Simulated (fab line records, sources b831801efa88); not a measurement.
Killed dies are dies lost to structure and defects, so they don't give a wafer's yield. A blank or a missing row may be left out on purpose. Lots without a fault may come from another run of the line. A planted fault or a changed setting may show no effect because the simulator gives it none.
fab line records | flow sky130
record lots=7 wafers=19 last_day=50
route steps=708 shown POLY_GATE@219 PAD_OPEN@708
lots that met no fault: from a run of the same line without faults
start_h: hours from the record's first day to the start of the lot's first wafer shown | wait_h: hours since the lot's step before | " the same as in the row above | L1.1+2: a row that stands for several wafers | - no value, or no start given | * or withheld: withheld | < > ~ a bound
route shown NAME@n: a module of which the file shows steps, and the number in the route of the first | usual: mean/standard deviation of fault-free wafers | same: alike in all rows | chamber/n: place in a boat | sites: the reading at each site | _std_site: their standard deviation | _edge_site: outer sites' mean less inner sites' | radius_mm: how far each site lies from the wafer's centre | mask NAME#n: copy n | behind: the tool/chamber that last shaped the wafer | hold: why the lot was held/for how many hours/how that ended | device: the transistor (n, p or np) that didn't switch | end of line: the same wafers' tests at the end of the route | a step without rows: its recipe alone | killed: dies lost to structure and defects at the first sort, not the wafer's yield | map: a wafer's dies, x killed, . not, _ none there
set.NAME: the setting as run; set.NAME@STEP: as run at that earlier step | model.NAME: the simulator's own value behind a step, which no gauge read
lots at some steps of the route; a table a step, a row a wafer
services: from which hour (start_h, from the record's first day; less than 0 if before it) a tool's chamber was out of use, for how many hours, and why
## steps
# step SKY_POLY_GATE_DEHYDRATE_05
# recipe temp_c=200 time_s=60
# step SKY_POLY_GATE_HMDS_06
# recipe prime_time_s=60 prime_temp_c=120
# step SKY_POLY_GATE_COAT_07
# recipe resist=BARC temp_c=withheld time_s=withheld spin_rpm=3000 resist_thk_nm=110
# step SKY_POLY_GATE_COAT_08
# recipe resist=KrF-thick spin_rpm=3000 resist_thk_nm=450
# step SKY_POLY_GATE_SOFTBAKE_09
# recipe temp_c=100 time_s=90 resist=KrF-thick
# step SKY_POLY_GATE_EXPOSE_10
# recipe mask_id=P1M na=0.68 source_shape=conventional sigma_outer=0.6 target_cd_nm=150 dose_mj=28
# step SKY_POLY_GATE_PEB_11
# recipe peb_temp_c=withheld peb_time_s=withheld resist=KrF-thick
# step SKY_POLY_GATE_DEVELOP_12
# recipe develop_time_s=60 resist=KrF-thick dev_temp_c=21
# step SKY_POLY_GATE_CD_MEAS_13
# recipe target_cd_nm=150
# usual cd_nm=150.0/1.7
# columns lot.wafer tool chamber start_h wait_h cd_nm
L221.2 cd_sem-01 - 430.74 - 150.7
L221.5 " - " " 150.0
L221.6 " - " " 149.5
L225.2 cd_sem-02 - 473.19 - 148.0
L225.4 " - " " 148.4
L225.6 " - " " 150.5
L231.2 cd_sem-01 - 536.74 - 148.2
L231.4 " - " " 148.8
L231.5 " - " " 149.3
L230.1 cd_sem-02 - 537.00 - 148.0
L230.2 " - " " 147.6
L230.5 " - " " 147.4
L229.2 cd_sem-01 - 537.37 - 151.0
L229.6 " - " " 150.2
L233.1 cd_sem-01 - 539.17 - 152.7
L233.6 " - " " 151.9
L238.2 cd_sem-01 - 592.52 - 147.3
L238.3 " - " " 148.4
L238.5 " - " " 148.0
# step SKY_POLY_GATE_OVL_MEAS_14
# usual POLY_GATE_OVL=3/5.4
# columns lot.wafer tool chamber start_h wait_h POLY_GATE_OVL[nm]
L221.2 overlay-01 - 430.85 0.1 6
L221.5 " - " " 3
L221.6 " - " " 3
L225.2 overlay-02 - 473.30 0.1 2
L225.4 " - " " 10
L225.6 " - " " -1
L231.2 overlay-02 - 536.85 0.1 -1
L231.4 " - " " 3
L231.5 " - " " -3
L230.1 overlay-02 - 537.12 0.1 -1
L230.2 " - " " 6
L230.5 " - " " -6
L229.2 overlay-02 - 537.48 0.1 2
L229.6 " - " " 2
L233.1 overlay-02 - 539.32 0.1 7
L233.6 " - " " 0
L238.2 overlay-02 - 592.63 0.1 2
L238.3 " - " " 3
L238.5 " - " " 0
# step SKY_POLY_GATE_ETCH_15
# recipe chemistry=N2/H2 target=BARC ion_energy_ev=200 source_w=500 bias_w=100 pressure_mtorr=30 n2_flow_sccm=100 h2_flow_sccm=200 stop_on=SiO2 time_s=118.5 target_depth_a=1100
# usual drypump_motor_current_A=5.8/0.47 oes_product_au=0.716/0.0048 throttle_valve_pct=13.213/0.0096
# columns lot.wafer tool chamber start_h wait_h drypump_motor_current_A oes_product_au rf_hours_counter_h throttle_valve_pct
L221.2 rie_diel-01 3 430.88 0.0 6.4 0.713 97 13.207
L221.5 " 1 " " 4.9 0.714 - 13.212
L221.6 " 0 " " 5.4 0.714 - 13.201
L225.2 rie_diel-04 1 473.33 0.0 5.5 0.721 3 13.199
L225.4 " 3 " " 6.5 0.708 1 13.192
L225.6 " 0 " " 6.0 0.720 - 13.207
L231.2 rie_diel-02 3 536.88 0.0 5.9 0.717 3 13.210
L231.4 " 1 " " 6.3 0.731 6 13.193
L231.5 " 0 " " 5.1 0.708 - 13.207
L230.1 rie_diel-01 1 537.16 0.0 4.9 0.714 9 13.236
L230.2 " 0 " " 5.4 0.717 35 13.229
L230.5 " 3 " " 6.5 0.723 - 13.225
L229.2 rie_diel-02 2 537.51 0.0 5.6 0.712 17 13.211
L229.6 " 2 " " 5.6 0.717 - 13.216
L233.1 rie_diel-02 1 539.35 0.0 6.3 0.711 6 13.228
L233.6 " 0 " " 5.1 0.720 - 13.220
L238.2 rie_diel-04 2 592.66 0.0 5.9 0.716 11 13.206
L238.3 " 1 " " 5.5 0.715 5 13.207
L238.5 " 1 " " 5.5 0.707 - 13.207
# step SKY_POLY_GATE_ETCH_16
# recipe stop_on=poly-Si chemistry=CH3F/O2 target=Si3N4 source_w=400 bias_w=80 pressure_mtorr=25 ch3f_flow_sccm=40 O2_flow_sccm=30 time_s=147.5 target_depth_a=750
# usual drypump_motor_current_A=5.8/0.47 oes_product_au=0.640/0.005 throttle_valve_pct=10.535/0.0088
# columns lot.wafer tool chamber start_h wait_h drypump_motor_current_A oes_product_au rf_hours_counter_h throttle_valve_pct
L221.2 rie_diel-01 3 430.96 0.0 6.5 0.645 97 10.525
L221.5 " 1 " " 4.8 0.649 - 10.519
L221.6 " 0 " " 5.4 0.648 - 10.529
L225.2 rie_diel-04 1 473.41 0.0 5.5 0.637 3 10.549
L225.4 " 3 " " 6.5 0.640 1 10.540
L225.6 " 0 " " 6.0 0.631 - 10.538
L231.2 rie_diel-02 3 536.96 0.0 5.9 0.641 3 10.536
L231.4 " 1 " " 6.2 0.638 6 10.520
L231.5 " 0 " " 5.1 0.651 - 10.547
L230.1 rie_diel-01 1 537.24 0.0 4.9 0.639 9 10.567
L230.2 " 0 " " 5.4 0.638 35 10.547
L230.5 " 3 " " 6.4 0.632 - 10.531
L229.2 rie_diel-02 2 537.59 0.0 5.6 0.632 17 10.534
L229.6 " 2 " " 5.6 0.637 - 10.532
L233.1 rie_diel-02 1 539.44 0.0 6.2 0.640 6 10.547
L233.6 " 0 " " 5.1 0.648 - 10.528
L238.2 rie_diel-04 2 592.74 0.0 5.8 0.639 11 10.531
L238.3 " 1 " " 5.5 0.640 5 10.526
L238.5 " 1 " " 5.5 0.638 - 10.552
# step SKY_POLY_GATE_ETCH_17
# recipe target_depth_nm=180 stop_on=SiO2 over_etch_frac=0.56667 chemistry=HBr/Cl2 target=poly-Si icp_w=400 bias_w=100 pressure_mtorr=10 HBr_flow_sccm=150 Cl2_flow_sccm=50 time_s=70.5
# usual drypump_motor_current_A=5.6/0.47 oes_product_au=0.988/0.0071 throttle_valve_pct=33.684/0.0088
# columns lot.wafer tool chamber start_h wait_h drypump_motor_current_A oes_product_au rf_hours_counter_h throttle_valve_pct model.KrF-thick_of_POLY_GATE_COAT_08.thk_nm model.SiO2_of_SONOS_ONO_CVD_04.thk_nm
L221.2 rie_si-01 0 431.06 0.0 6.0 0.999 0 33.675 136.2 4.344
L221.5 " 3 " " 4.8 0.989 - 33.686 137.3 4.24
L221.6 " 2 " " 6.0 0.989 - 33.668 134.8 4.255
L225.2 rie_si-02 0 473.51 0.0 5.5 0.979 7 33.671 138 4.184
L225.4 " 2 " " 5.0 0.988 19 33.692 139.1 4.209
L225.6 " 3 " " 6.2 0.992 - 33.685 139.9 4.124
L231.2 rie_si-01 3 537.06 0.0 4.8 0.981 1 33.683 141.3 4.307
L231.4 " 0 " " 6.0 0.990 1 33.689 141.5 4.263
L231.5 " 0 " " 6.0 0.984 - 33.696 140.3 4.24
L230.1 rie_si-02 2 537.34 0.0 5.1 0.994 19 33.678 101.2 3.059
L230.2 " 0 " " 5.4 0.981 7 33.680 138.8 4.247
L230.5 " 0 " " 5.4 0.989 - 33.685 136.8 4.167
L229.2 rie_si-02 1 537.69 0.0 6.0 0.988 6 33.684 141.9 4.165
L229.6 " 2 " " 5.1 0.996 - 33.677 107.5 3.028
L233.1 rie_si-02 1 539.54 0.0 6.0 0.997 6 33.684 101.5 2.936
L233.6 " 3 " " 6.2 1.003 - 33.670 103.2 3.002
L238.2 rie_si-01 0 592.84 0.0 5.9 0.981 1 33.676 137.5 4.175
L238.3 " 1 " " 5.7 0.983 2 33.695 136.9 4.218
L238.5 " 3 " " 4.8 0.991 - 33.665 136 4.078
# step SKY_POLY_GATE_STRIP_18
# recipe chemistry=O2/N2 power_w=1400 pressure_mtorr=1500 platen_temp_c=withheld o2_flow_sccm=3000 n2_flow_sccm=300 overash_fraction=0.5
# usual drypump_motor_current_A=5.6/0.44 oes_product_au=0.361/0.0052 strip_time_to_endpoint_s=3.160/0.027
# same overash_fraction=0.5
# columns lot.wafer tool chamber start_h wait_h drypump_motor_current_A oes_product_au rf_hours_counter_h strip_time_to_endpoint_s
L221.2 plasma_asher-03 1 431.11 0.0 5.3 0.362 28 3.121
L221.5 " 0 " " 5.7 0.361 - 3.140
L221.6 " 1 " " 5.4 0.361 - 3.129
L225.2 plasma_asher-03 0 473.56 0.0 5.7 0.353 32 3.144
L225.4 " 1 " " 5.3 0.360 - 3.159
L225.6 " 1 " " 5.3 0.363 - 3.175
L231.2 plasma_asher-03 1 537.11 0.0 5.3 0.367 38 3.196
L231.4 " 1 " " 5.3 0.364 - 3.192
L231.5 " 1 " " 5.3 0.366 - 3.168
L230.1 plasma_asher-04 0 537.40 0.0 6.4 0.345 10 2.746
L230.2 " 1 " " 5.1 0.359 10 3.162
L230.5 " 1 " " 5.1 0.365 - 3.131
L229.2 plasma_asher-04 0 537.75 0.0 6.3 0.365 11 3.192
L229.6 " 1 " " 5.1 0.349 - 2.828
L233.1 plasma_asher-04 1 539.59 0.0 5.1 0.346 11 2.736
L233.6 " 0 " " 6.3 0.345 - 2.776
L238.2 plasma_asher-01 1 592.89 0.0 5.9 0.364 88 3.130
L238.3 " 1 " " 6.0 0.362 - 3.135
L238.5 " 0 " " 5.4 0.360 - 3.102
# step SKY_POLY_GATE_CLEAN_19
# recipe chemistry=SC1/SC2 mix=1:4:20 temp_c=70 time_s=150 dry=n2_spin
# step SKY_PAD_OPEN_PROBE_99
# usual killed_at_M0_to_M3=43/6.6 killed_at_M4_up=3.2/1.8 killed_at_contacts=24/5 killed_at_front_end=15/4.5 killed_at_other=0.2/0.46 killed_dies=86/8.8 killed_open=48/6.6 killed_short=38/6.1
# same gross_dies=492 killed_at_back_side=0
# columns lot.wafer tool chamber start_h wait_h killed_at_M0_to_M3 killed_at_M4_up killed_at_contacts killed_at_front_end killed_at_other killed_dies killed_open killed_short model.etest.tip_sonos.rs_ohm_sq model.etest.tip_n.rs_ohm_sq model.etest.res_pdiff_hv.rs_ohm_sq
L221.2 prober-02 - 1113.98 0.1 39 4 19 15 1 78 44 34 2737 439.8 190.6
L221.5 prober-02 - 1114.13 0.2 37 5 28 21 0 91 48 43 2753 439 192.3
L221.6 prober-02 - 1114.18 0.2 43 2 24 16 1 86 50 36 2731 440 193.3
L225.2 prober-01 - 1146.44 0.1 44 5 25 7 0 81 47 34 2739 446.9 188.3
L225.4 prober-01 - 1146.54 0.2 43 4 21 8 0 76 45 31 2735 445.9 186.7
L225.6 prober-01 - 1146.64 0.2 42 5 25 18 0 90 50 40 2706 445.6 188.9
L231.2 prober-02 - 1180.48 0.1 44 0 25 7 0 76 46 30 2679 447.2 191.7
L231.4 prober-02 - 1180.58 0.2 39 8 25 9 0 81 37 44 2631 444.3 190.1
L231.5 prober-02 - 1180.63 0.2 49 5 21 14 0 89 52 37 2655 446.4 190.9
L230.1 prober-01 - 1181.58 0.1 44 1 17 17 0 79 39 40 2371 430.4 185.2
L230.2 prober-01 - 1181.63 0.1 32 3 31 9 1 76 40 36 2660 436 191.2
L230.5 prober-01 - 1181.78 0.2 44 3 24 16 0 87 47 40 2661 440.2 190.7
L229.2 prober-01 - 1183.31 0.1 40 1 30 15 0 86 53 33 - - -
L229.6 prober-01 - 1183.51 0.2 47 5 38 12 0 102 59 43 - - -
L233.1 prober-01 - 1185.81 0.1 53 3 22 11 1 90 55 35 2348 430.9 182.2
L233.6 prober-01 - 1186.06 0.2 55 0 26 15 0 96 60 36 2373 431.6 182.7
L238.2 prober-01 - 1211.18 0.1 38 1 19 19 1 78 43 35 2668 444.4 193.5
L238.3 prober-01 - 1211.23 0.2 38 2 24 21 0 85 41 44 2698 442.8 193.9
L238.5 prober-01 - 1211.33 0.2 38 6 21 16 0 81 39 42 2704 445.3 194
# killed by level:class
L221.2 VIA1:geometric_particle:open=12 CONTACT:geometric_particle:open=7 VIA3:geometric_particle:open=6 METAL1:geometric_particle:short=5 VIA1:geometric_particle:short=5 FIELD_ISO:geometric_particle:open=4 FIELD_ISO:geometric_particle:short=4 LI_CONTACT:geometric_particle:open=4
L221.5 VIA1:geometric_particle:open=10 LI_CONTACT:geometric_particle:open=9 VIA2:geometric_particle:open=8 METAL2:geometric_particle:short=7 LOCAL_INTERCONNECT:geometric_particle:short=6 CONTACT:geometric_particle:open=6 POLY_GATE:geometric_particle:short=5 FIELD_ISO:geometric_particle:open=4
L221.6 FIELD_ISO:geometric_particle:open=8 VIA1:geometric_particle:open=8 VIA2:geometric_particle:open=8 LI_CONTACT:geometric_particle:open=7 CONTACT:geometric_particle:open=7 VIA3:geometric_particle:open=6 VIA1:geometric_particle:short=6 CONTACT:geometric_particle:short=5
L225.2 VIA1:geometric_particle:open=10 VIA3:geometric_particle:open=10 CONTACT:geometric_particle:open=8 METAL1:geometric_particle:short=7 CONTACT:geometric_particle:short=5 LI_CONTACT:geometric_particle:open=5 LOCAL_INTERCONNECT:geometric_particle:short=5 FIELD_ISO:geometric_particle:open=4
L225.4 CONTACT:geometric_particle:open=12 VIA1:geometric_particle:open=9 VIA1:geometric_particle:short=7 VIA2:geometric_particle:open=6 FIELD_ISO:geometric_particle:short=4 VIA3:geometric_particle:open=4 LI_CONTACT:geometric_particle:open=3 LI_CONTACT:geometric_particle:short=3
L225.6 VIA1:geometric_particle:open=10 CONTACT:geometric_particle:open=8 LI_CONTACT:geometric_particle:open=7 FIELD_ISO:geometric_particle:open=7 LOCAL_INTERCONNECT:geometric_particle:short=6 VIA1:geometric_particle:short=5 METAL2:geometric_particle:short=5 VIA2:geometric_particle:open=5
L231.2 CONTACT:geometric_particle:open=11 VIA1:geometric_particle:short=11 VIA2:geometric_particle:open=11 VIA1:geometric_particle:open=8 LI_CONTACT:geometric_particle:open=5 LI_CONTACT:geometric_particle:short=5 VIA3:geometric_particle:open=5 METAL1:geometric_particle:short=4
L231.4 CONTACT:geometric_particle:open=8 CONTACT:geometric_particle:short=7 VIA1:geometric_particle:open=7 VIA3:geometric_particle:open=7 METAL4:geometric_particle:short=7 METAL2:geometric_particle:short=6 VIA2:geometric_particle:open=6 METAL1:geometric_particle:short=5
L231.5 VIA1:geometric_particle:open=12 VIA3:geometric_particle:open=9 LI_CONTACT:geometric_particle:open=8 CONTACT:geometric_particle:open=8 VIA1:geometric_particle:short=7 METAL1:geometric_particle:short=5 FIELD_ISO:geometric_particle:short=4 FIELD_ISO:geometric_particle:open=3
L230.1 CONTACT:geometric_particle:open=9 METAL1:geometric_particle:short=8 METAL2:geometric_particle:short=8 VIA1:geometric_particle:open=6 VIA2:geometric_particle:open=6 FIELD_ISO:geometric_particle:open=4 VIA1:geometric_particle:short=4 METAL3:geometric_particle:short=4
L230.2 CONTACT:geometric_particle:open=9 VIA1:geometric_particle:open=9 LOCAL_INTERCONNECT:geometric_particle:short=6 METAL1:geometric_particle:short=6 LI_CONTACT:geometric_particle:short=5 CONTACT:geometric_particle:short=5 METAL2:geometric_particle:short=5 VIA3:geometric_particle:open=5
L230.5 METAL2:geometric_particle:short=12 VIA2:geometric_particle:open=8 CONTACT:geometric_particle:open=7 LI_CONTACT:geometric_particle:open=6 CONTACT:geometric_particle:short=6 VIA3:geometric_particle:open=6 FIELD_ISO:geometric_particle:open=5 VIA1:geometric_particle:open=5
L229.2 CONTACT:geometric_particle:open=15 VIA1:geometric_particle:open=10 CONTACT:geometric_particle:short=7 FIELD_ISO:geometric_particle:open=6 VIA3:geometric_particle:short=6 VIA3:geometric_particle:open=6 LI_CONTACT:geometric_particle:open=5 VIA2:geometric_particle:open=5
L229.6 CONTACT:geometric_particle:open=17 LI_CONTACT:geometric_particle:open=11 METAL1:geometric_particle:short=8 CONTACT:geometric_particle:short=7 METAL2:geometric_particle:short=7 VIA2:geometric_particle:open=7 VIA3:geometric_particle:open=7 VIA1:geometric_particle:open=6
L233.1 VIA1:geometric_particle:open=14 CONTACT:geometric_particle:open=11 VIA2:geometric_particle:open=7 VIA3:geometric_particle:open=5 METAL1:geometric_particle:short=4 VIA3:geometric_particle:short=4 VIA1:geometric_particle:short=4 METAL2:geometric_particle:short=4
L233.6 VIA1:geometric_particle:open=13 CONTACT:geometric_particle:open=12 VIA3:geometric_particle:open=12 VIA2:geometric_particle:open=11 CONTACT:geometric_particle:short=7 METAL1:geometric_particle:short=6 FIELD_ISO:geometric_particle:open=5 FIELD_ISO:geometric_particle:short=4
L238.2 VIA3:geometric_particle:open=10 VIA1:geometric_particle:open=7 POLY_CUT:geometric_particle:short=6 LI_CONTACT:geometric_particle:open=5 FIELD_ISO:geometric_particle:open=4 CONTACT:geometric_particle:open=4 METAL1:geometric_particle:short=4 FIELD_ISO:geometric_particle:short=3
L238.3 CONTACT:geometric_particle:open=9 POLY_GATE:geometric_particle:open=7 METAL1:geometric_particle:short=7 VIA1:geometric_particle:short=7 FIELD_ISO:geometric_particle:short=5 LOCAL_INTERCONNECT:geometric_particle:short=5 METAL2:geometric_particle:short=5 LI_CONTACT:geometric_particle:open=4
L238.5 VIA1:geometric_particle:open=14 CONTACT:geometric_particle:open=9 LOCAL_INTERCONNECT:geometric_particle:short=6 VIA1:geometric_particle:short=6 METAL4:geometric_particle:short=5 POLY_GATE:geometric_particle:short=4 POLY_GATE:geometric_particle:open=4 LI_CONTACT:geometric_particle:open=4
## services
# columns tool chamber start_h hours kind
rie_diel-04 1 417.96 4.5 repair
rie_diel-04 0 419.42 3.5 repair
rie_si-02 3 419.65 0.9 repair
plasma_asher-04 - 421.25 9.0 pm
rie_diel-01 - 429.62 0.3 repair
rie_si-02 1 443.06 3.3 repair
rie_si-02 2 450.06 1.1 repair
plasma_asher-03 - 453.29 5.7 repair
rie_diel-02 0 461.01 - clean
rie_diel-02 0 461.01 17.8 scheduled_down
rie_diel-02 0 461.01 17.8 vent_cycle
rie_diel-01 3 466.58 - clean
rie_diel-01 3 466.58 21.2 scheduled_down
plasma_asher-04 - 473.47 1.1 repair
rie_si-02 - 480.83 1.5 repair
rie_diel-04 0 481.27 7.2 repair
rie_diel-01 1 487.94 9.5 repair
plasma_asher-03 - 508.74 1.7 repair
rie_si-01 3 520.30 2.2 repair
rie_diel-02 3 537.09 18.5 repair
rie_si-01 2 564.28 4.7 repair
rie_si-02 1 569.76 2.6 repair
rie_diel-01 1 579.93 1.5 repair
rie_si-01 - 585.38 0.6 repair
## key
first_sign step=SKY_POLY_GATE_STRIP_18 reading=strip_time_to_endpoint_s direction=down sigmas=15 usual=* struck=*
effect step=SKY_POLY_GATE_STRIP_18 reading=oes_product_au direction=down sigmas=2.8 usual=0.361 struck=0.346
model_effect step=SKY_POLY_GATE_ETCH_17 value=KrF-thick_of_POLY_GATE_COAT_08.thk_nm without=140.6 struck=103.3
model_effect step=SKY_PAD_OPEN_PROBE_99 value=etest.tip_sonos.rs_ohm_sq without=2634 struck=2364
met_at SKY_POLY_GATE_ETCH_17
struck_wafers L229.6,L230.1,L233.1,L233.6
tester_left_out L229,L230,L233
onset_between 473.51 537.34
fault kind=process_parameter_drift tool=rie_si-02 chamber=- onset_h=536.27 steps=SKY_POLY_GATE_ETCH_17 channel=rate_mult offset=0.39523 shape=step end_h=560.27 scope=struck_wafers_only
# tester_left_out: of these lots the tester's yield and bins aren't shown, on N5 and GAA mostly nor the transistor test; their killed dies are dies lost to structure and defects alone, not to doping, threshold or leakage, so they don't give the yield
